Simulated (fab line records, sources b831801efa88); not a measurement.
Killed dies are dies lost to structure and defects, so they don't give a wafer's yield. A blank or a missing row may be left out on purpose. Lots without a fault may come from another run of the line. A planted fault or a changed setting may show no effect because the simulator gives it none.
Which tool did it? | flow sky130 | 12 lots, 36 wafers sampled, at 6 steps of a route of 708

WHAT THE GAUGES READ, wafer by wafer
SKY_LDD_N_OVL_MEAS_07. Usual: LDD_N_OVL -0.3 nm, standard deviation 1.3.
lot  | measured     | on         | LDD_N_OVL (nm) | flag
L851 | day 17 05:52 | overlay-01 | 1.0 -1.3 0.5   |
L852 | day 17 13:53 | overlay-01 | 1.4 -0.3 -0.1  |
L853 | day 18 01:07 | overlay-02 | -3.4 -1.5 -2.4 |
L855 | day 20 17:00 | overlay-01 | -2.4 -1.2 -2.7 |
L857 | day 20 20:08 | overlay-01 | -2.0 0.1 -2.2  |
L859 | day 21 10:34 | overlay-02 | -0.8 -0.7 -2.9 |
L865 | day 22 23:47 | overlay-01 | 1.1 -0.9 0.5   |
L868 | day 23 19:26 | overlay-02 | -1.3 -1.0 -2.2 |
L870 | day 24 11:26 | overlay-02 | -0.3 0.5 0.7   |
L871 | day 25 02:20 | overlay-01 | -1.0 -0.1 -0.6 |
L872 | day 25 09:56 | overlay-02 | 0.4 -0.4 -1.0  |
L873 | day 25 13:25 | overlay-02 | -2.1 -1.4 0.6  |

SKY_LDD_P_CD_MEAS_07: target cd 380 nm. Usual: cd_nm 380.2 nm, standard deviation 2.8.
lot  | measured     | on        | cd_nm (nm)        | flag
L851 | day 18 11:50 | cd_sem-02 | 381.2 384.4 381.0 |
L852 | day 18 20:32 | cd_sem-02 | 381.6 383.3 385.4 |
L853 | day 19 08:15 | cd_sem-02 | 380.4 378.9 379.5 |
L855 | day 22 00:14 | cd_sem-01 | 378.6 380.4 379.5 |
L857 | day 22 03:55 | cd_sem-01 | - - -             | OFF
L859 | day 22 18:12 | cd_sem-02 | 377.5 379.2 379.4 |
L865 | day 24 07:49 | cd_sem-02 | 377.3 377.3 379.5 |
L868 | day 25 02:19 | cd_sem-01 | 386.2 384.4 381.0 |
L870 | day 25 18:37 | cd_sem-02 | 379.6 381.7 380.6 |
L871 | day 26 09:04 | cd_sem-02 | 383.8 387.6 384.3 |
L872 | day 26 16:58 | cd_sem-02 | 381.8 379.4 382.6 |
L873 | day 26 19:07 | cd_sem-01 | 380.8 382.7 379.8 |

SKY_LDD_P_TW_MEAS_11. Usual: LDD_P_TW 640, standard deviation 3.2.
lot  | measured     | on            | LDD_P_TW          | flag
L851 | day 18 12:14 | film_metro-02 | 640 640 644       |
L852 | day 18 20:56 | film_metro-03 | 636 634 635       |
L853 | day 19 08:39 | film_metro-02 | 639 641 638       |
L855 | day 22 00:36 | film_metro-02 | 644 641 642       |
L857 | day 22 04:19 | film_metro-02 | 30 30 31 30 30 30 | OFF
L859 | day 22 18:35 | film_metro-02 | 641 644 642       |
L865 | day 24 08:13 | film_metro-03 | 639 635 636       |
L868 | day 25 02:43 | film_metro-03 | 635 636 637       |
L870 | day 25 19:01 | film_metro-03 | 638 638 636       |
L871 | day 26 09:28 | film_metro-04 | 640 640 641       |
L872 | day 26 17:22 | film_metro-02 | 638 639 637       |
L873 | day 26 19:31 | film_metro-04 | 638 641 640       |

SKY_LDD_HVN_OVL_MEAS_07. Usual: LDD_HVN_OVL 0.2 nm, standard deviation 1.2.
lot  | measured     | on         | LDD_HVN_OVL (nm) | flag
L851 | day 19 19:18 | overlay-02 | 0.4 -0.1 -0.4    |
L852 | day 20 03:11 | overlay-02 | 1.9 0.9 1.6      |
L853 | day 20 15:05 | overlay-01 | -0.8 -1.1 -1.9   |
L855 | day 23 06:55 | overlay-01 | 0.6 -0.6 0.0     |
L859 | day 24 00:19 | overlay-01 | 1.5 0.2 0.6      |
L865 | day 25 13:31 | overlay-02 | -0.1 -0.9 0.1    |
L868 | day 26 07:58 | overlay-02 | -0.1 -0.3 -2.4   |
L870 | day 27 00:49 | overlay-02 | -1.5 0.5 -0.6    |
L871 | day 27 14:55 | overlay-01 | -1.9 1.0 -0.7    |
L872 | day 27 21:44 | overlay-01 | 1.3 2.0 -0.5     |
L873 | day 28 00:29 | overlay-02 | 0.0 0.2 0.3      |

WHICH TOOL RAN EACH LOT (tool, then ch and the chambers of the sampled wafers, then the start)
lot  | SKY_POLY_GATE_ETCH_16              | SKY_LDD_P_EXPOSE_04
L851 | rie_diel-04 ch 1,2,3, day 15 23:47 | iline_stepper-02 ch 0, day 17 21:16
L852 | rie_diel-03 ch 1,3, day 16 08:10   | iline_stepper-02 ch 0, day 18 05:39
L853 | rie_diel-01 ch 0,2, day 16 19:02   | iline_stepper-02 ch 0, day 18 17:20
L855 | rie_diel-03 ch 1,2,3, day 19 08:31 | iline_stepper-02 ch 0, day 21 09:50
L857 | rie_diel-04 ch 1,2,3, day 19 11:38 | iline_stepper-01 ch 0, day 21 13:03
L859 | rie_diel-04 ch 1,3, day 20 02:43   | iline_stepper-02 ch 0, day 22 03:04
L865 | rie_diel-01 ch 0,1,3, day 21 15:58 | iline_stepper-02 ch 0, day 23 16:47
L868 | rie_diel-04 ch 0,1,3, day 22 11:44 | iline_stepper-01 ch 0, day 24 11:44
L870 | rie_diel-01 ch 0,1, day 23 03:48   | iline_stepper-01 ch 0, day 25 03:51
L871 | rie_diel-01 ch 1,3, day 23 19:23   | iline_stepper-01 ch 0, day 25 18:55
L872 | rie_diel-03 ch 0,1,2, day 24 02:47 | iline_stepper-01 ch 0, day 26 02:29
L873 | rie_diel-03 ch 0,1,2, day 24 06:21 | iline_stepper-01 ch 0, day 26 04:41
- SKY_POLY_GATE_ETCH_16: etches Si3N4 in CH3F/O2, stops on poly-Si, time 147.5 s, target depth 75 nm.
- SKY_LDD_P_EXPOSE_04: exposes mask PSDM, target cd 380 nm.

WHAT THE TOOLS THEMSELVES READ (means of the sampled wafers that have a number; where no wafer has one, the mark that the record gives instead)
SKY_POLY_GATE_ETCH_16. Usual: drypump_motor_current_A 5.6 A, standard deviation 0.56; oes_product_au 0.640 a.u., standard deviation 0.0048; throttle_valve_pct 10.537 %, standard deviation 0.0093.
lot  | tool        | drypump_motor_current_A (A) | oes_product_au (a.u.) | throttle_valve_pct (%) | flag
L851 | rie_diel-04 | 6.0                         | 0.638                 | 10.536                 |
L852 | rie_diel-03 | 5.2                         | 0.637                 | 10.537                 |
L853 | rie_diel-01 | 4.9                         | 0.640                 | 10.535                 |
L855 | rie_diel-03 | 5.4                         | 0.642                 | 10.535                 |
L857 | rie_diel-04 | 6.0                         | 0.640                 | 10.530                 |
L859 | rie_diel-04 | 6.2                         | 0.641                 | 10.528                 |
L865 | rie_diel-01 | 5.7                         | 0.641                 | 10.536                 |
L868 | rie_diel-04 | 6.1                         | 0.647                 | 10.535                 |
L870 | rie_diel-01 | 5.2                         | 0.642                 | 10.544                 |
L871 | rie_diel-01 | 6.2                         | 0.640                 | 10.537                 |
L872 | rie_diel-03 | 5.5                         | 0.638                 | 10.531                 |
L873 | rie_diel-03 | 5.5                         | 0.642                 | 10.534                 |

THE ANSWER, worked out from the rows above alone
Rule: a lot is off if the mean of its wafers that have a number lies more than 3 standard deviations from the usual mean. A lot without any number at a reading at which 4 lots or more have one is off too. The other lots that the step has rows for count as sound. The gauges are gone through in route order, then the tools' own readings, and for those a lot's mean is taken as printed above. The first step at which some lot is off is used, and at that step the reading that is off furthest; a lot without a number counts as furthest.
Off: L857, at SKY_LDD_P_CD_MEAS_07 (cd_nm). Without a number there: L857.
A tool fits if, at a process step before that reading, it ran every lot that is off, and no sound lot after the first of them. The gauges at SKY_LDD_P_CD_MEAS_07 aren't tried: what is off there is off at SKY_LDD_P_TW_MEAS_11 too, on other tools, and a gauge's error can't cause that. None of those tried fits.

WHAT THE SIMULATOR HAD PUT IN
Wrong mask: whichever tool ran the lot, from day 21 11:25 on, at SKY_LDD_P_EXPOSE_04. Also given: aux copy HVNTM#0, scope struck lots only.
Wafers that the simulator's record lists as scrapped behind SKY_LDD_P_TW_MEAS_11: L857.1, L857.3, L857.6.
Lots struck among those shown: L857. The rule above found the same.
